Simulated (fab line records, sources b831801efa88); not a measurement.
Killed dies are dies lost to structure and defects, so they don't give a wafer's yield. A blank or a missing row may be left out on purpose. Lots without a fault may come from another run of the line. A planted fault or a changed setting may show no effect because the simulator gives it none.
Split-lot experiment | flow sfq_line | 5 lots, 23 wafers read, on a route of 325 steps

THE SPLIT
At SFQ_TRILAYER_M5_LITHO_COAT_123 (resist thk 600 nm), the setting spin_rpm was moved away from the recipe's 3000 rpm on 11 of the 23 wafers read, by -5.8% to +6.7%. The other wafers ran this setting at the recipe's value.

FROM THE SPLIT TO THE READING: what the file shows between them, 3 steps
- SFQ_TRILAYER_M5_LITHO_SOFTBAKE_127
- SFQ_TRILAYER_M5_LITHO_EXPOSE_124: exposes mask M5, target cd 700 nm
- SFQ_TRILAYER_M5_BARC_OPEN_METAL_ETCH_161: etches BARC in O2, target depth 125 nm, time 41.7 s

THE READING
KrF_of_TRILAYER_M5_LITHO_COAT_123.thk_nm (the simulator's own value, which no gauge read), in nm, at SFQ_TRILAYER_M5_ETCH_METAL_ETCH_126 (etches Nb in Cl2/BCl3, stops on SiO2, time 203.2 s, target depth 265 nm). The file gives no usual value for it. The 12 wafers here that ran the recipe average 370.2 nm, standard deviation 2.6 nm.

wafer  | tool, chamber at the split | spin_rpm as run, rpm | against the recipe | KrF_of_TRILAYER_M5_LITHO_COAT_123.thk_nm, nm | against lot-mates on the recipe
L075.1 | litho_track-02, 0          | 3202                 | +6.7%              | 352.2                                        | -18.2
L075.3 | litho_track-02, 0          | 3000                 | recipe             | 370.2                                        | -
L075.4 | litho_track-02, 0          | 3000                 | recipe             | 370.6                                        | -
L075.5 | litho_track-02, 0          | 3202                 | +6.7%              | 348.7                                        | -21.7
L075.6 | litho_track-02, 0          | 3202                 | +6.7%              | 351.3                                        | -19.1
L076.1 | litho_track-03, 0          | 3000                 | recipe             | 367.6                                        | -
L076.2 | litho_track-03, 0          | 3172                 | +5.7%              | 350.1                                        | -16.4
L076.3 | litho_track-03, 0          | 3000                 | recipe             | 365.1                                        | -
L076.5 | litho_track-03, 0          | 3172                 | +5.7%              | 348.8                                        | -17.7
L076.6 | litho_track-03, 0          | 3000                 | recipe             | 366.8                                        | -
L077.1 | litho_track-02, 0          | 2825                 | -5.8%              | 389.1                                        | +19.3
L077.2 | litho_track-02, 0          | 3000                 | recipe             | 371.3                                        | -
L077.3 | litho_track-02, 0          | 2825                 | -5.8%              | 387.7                                        | +17.9
L077.4 | litho_track-02, 0          | 3000                 | recipe             | 368.3                                        | -
L077.6 | litho_track-02, 0          | 2825                 | -5.8%              | 388.6                                        | +18.8
L080.1 | litho_track-04, 0          | 3000                 | recipe             | 371.7                                        | -
L080.2 | litho_track-04, 0          | 2844                 | -5.2%              | 384.8                                        | +12.3
L080.3 | litho_track-04, 0          | 2844                 | -5.2%              | 384.4                                        | +11.9
L080.5 | litho_track-04, 0          | 3000                 | recipe             | 373.4                                        | -
L080.6 | litho_track-04, 0          | 2844                 | -5.2%              | 384.5                                        | +12.0
L082.3 | litho_track-03, 0          | 3000                 | recipe             | 372.1                                        | -
L082.5 | litho_track-03, 0          | 3000                 | recipe             | 374.4                                        | -
L082.6 | litho_track-03, 0          | 3000                 | recipe             | 370.9                                        | -

THE FIT
A straight line over all 23 wafers: KrF_of_TRILAYER_M5_LITHO_COAT_123.thk_nm changes by -3.05 nm for each +1% of spin_rpm; r = -0.98; the points scatter about the line by 2.4 nm.
The same after taking each lot's own level away (the mean of its wafers on the recipe; 23 wafers): -2.88 nm for each +1%; r = -0.99; scatter 1.7 nm.
On that fit, the largest move of spin_rpm shifts the reading by 19 nm.
The lots' own levels span 366.50 to 372.55 nm, that is 2.3 times the standard deviation above.
So the lot-to-lot level changes the slope little: the two slopes agree.
Check: with one of the wafers moved furthest among these (+6.7%) left out of the fit, the line predicts -19.9 nm for it against its lot-mates. It came out at -18.2 nm against them.

OTHER SPLITS ON THESE WAFERS
These wafers also went through other splits before the reading. Each is held against what the fit with the lots' levels taken away leaves over:
other split on the same wafers                  | wafers away from the commonest value | r with KrF_of_TRILAYER_M5_LITHO_COAT_123.thk_nm (lot level and that fit taken away)
SFQ_TRILAYER_JJ_TRILAYER_DEP_SPUTTER_112 time_s | 5                                    | +0.00
SFQ_TRILAYER_JJ_CE_LITHO_EXPOSE_115 dose_mj     | 5                                    | +0.00
SFQ_TRILAYER_JJ_CE_BARC_OPEN_RIE_150 icp_w      | 6                                    | -0.04

THE WHOLE CHAIN: every reading that the file lists as answering this split, in the file's order
step                                | what it does                                                            | reading                                                                                   | change (the file's fit)              | r (the file's)
SFQ_TRILAYER_M5_LITHO_COAT_123      | resist thk 600 nm                                                       | KrF_of_TRILAYER_M5_LITHO_COAT_123.thk_nm (the simulator's own value, which no gauge read) | -3.05 nm for each +1% of the setting | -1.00
SFQ_TRILAYER_M5_ETCH_METAL_ETCH_126 | etches Nb in Cl2/BCl3, stops on SiO2, time 203.2 s, target depth 265 nm | KrF_of_TRILAYER_M5_LITHO_COAT_123.thk_nm (the simulator's own value, which no gauge read) | -2.88 nm for each +1% of the setting | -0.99

THE FILE'S OWN FIT
KrF_of_TRILAYER_M5_LITHO_COAT_123.thk_nm changes by -2.88 nm for each +1% of spin_rpm, r = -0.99.
